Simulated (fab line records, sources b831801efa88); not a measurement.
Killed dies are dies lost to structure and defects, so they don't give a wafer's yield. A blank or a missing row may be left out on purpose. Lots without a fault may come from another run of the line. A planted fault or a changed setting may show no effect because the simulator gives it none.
One fault seen from 2 desks | flow sky130 | each desk has only its own numbers; what lay behind them comes last

THE TOOL OWNER'S DESK: lpcvd-01
The tool's own readings at SKY_POLY_GATE_CVD_00 (deposits poly-Si, target thk 180 nm, time 720 s): means of the sampled wafers that have a number, for each lot that ran on this tool. A lot is out of limits, marked OUT, if its mean lies more than 4 standard deviations from the usual mean; the brackets give that distance.
Columns: A = spike_tc_bottom_C at SKY_POLY_GATE_CVD_00, usual 639.5 C; B = spike_tc_centre_C at SKY_POLY_GATE_CVD_00, usual 621.4 C; C = spike_tc_lower_C at SKY_POLY_GATE_CVD_00, usual 619.4 C; D = spike_tc_upper_C at SKY_POLY_GATE_CVD_00, usual 619.8 C; E = susceptor_temp_C at SKY_POLY_GATE_CVD_00, usual 620.0 C
lot  | first seen here | A                | B                | C                | D                | E
L982 | day 14 09:34    | 639.8            | 621.3            | 620.7            | 618.3            | 619.7
L983 | day 14 15:20    | 639.5            | 621.8            | 618.6            | 619.3            | 619.8
L986 | day 16 19:51    | 639.9            | 621.9            | 619.5            | 619.0            | 619.9
L987 | day 16 21:23    | 639.8            | 621.0            | 620.7            | 620.0            | 620.1
L988 | day 16 21:23    | 638.8            | 621.8            | 619.3            | 620.6            | 620.0
L989 | day 17 01:50    | 640.2            | 621.1            | 619.1            | 619.5            | 620.4
L991 | day 17 21:44    | 639.2            | 622.6            | 618.1            | 620.6            | 619.9
L992 | day 18 07:57    | 639.5            | 620.2            | 620.1            | 618.7            | 619.9
L994 | day 19 02:24    | 631.1 (-8.4) OUT | 612.4 (-9.0) OUT | 611.4 (-7.3) OUT | 611.7 (-6.8) OUT | 611.4 (-29) OUT
L103 | day 21 18:32    | 639.6            | 622.5            | 619.3            | 619.9            | 620.2
This desk's finding: out of limits on L994; first on L994, day 19 02:24 (spike_tc_bottom_C at SKY_POLY_GATE_CVD_00). In limits: L982, L983, L986, L987, L988, L989, L991, L992, L103.

THE METROLOGY DESK
What the gauges read, lot by lot, whatever tool the lot ran on: means of the sampled wafers that have a number. A lot is out of limits, marked OUT, if its mean lies more than 4 standard deviations from the usual mean; the brackets give that distance.
Columns: A = POLY_GATE_CVD_00_THK at SKY_POLY_GATE_THK_MEAS_01, usual 179.9 nm; B = cd_nm at SKY_LDD_P_CD_MEAS_07, usual 380.1 nm
lot  | first seen here | A               | B
L982 | day 14 10:48    | 182.0           | 382.4
L983 | day 14 16:34    | 181.4           | 382.0
L986 | day 16 21:04    | 180.0           | 377.8
L987 | day 16 22:35    | 178.2           | 379.5
L988 | day 16 22:36    | 180.7           | 385.2
L989 | day 17 03:03    | 180.0           | 380.4
L991 | day 17 22:56    | 180.7           | 382.0
L992 | day 18 09:10    | 180.8           | 377.4
L994 | day 19 03:38    | 147.5 (-22) OUT | 379.1
L103 | day 21 19:44    | 179.2           | 378.8
This desk's finding: out of limits on L994; first on L994, day 19 03:38 (POLY_GATE_CVD_00_THK at SKY_POLY_GATE_THK_MEAS_01). In limits: L982, L983, L986, L987, L988, L989, L991, L992, L103.

PUT TOGETHER
The tool owner's desk could have raised an alarm at day 19 02:24, on L994.
The metrology desk could have raised an alarm at day 19 03:38, on L994.
Of the lots named, all ran SKY_POLY_GATE_CVD_00 on lpcvd-01.

WHAT THE SIMULATOR HAD PUT IN
Process parameter drift: lpcvd-01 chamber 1, from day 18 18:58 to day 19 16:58, at SKY_POLY_GATE_CVD_00. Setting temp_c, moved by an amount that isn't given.
Lots struck among those shown: L994.
Hours from the fault's start to each desk's first reading out of limits: the tool owner's desk, 7; the metrology desk, 9.
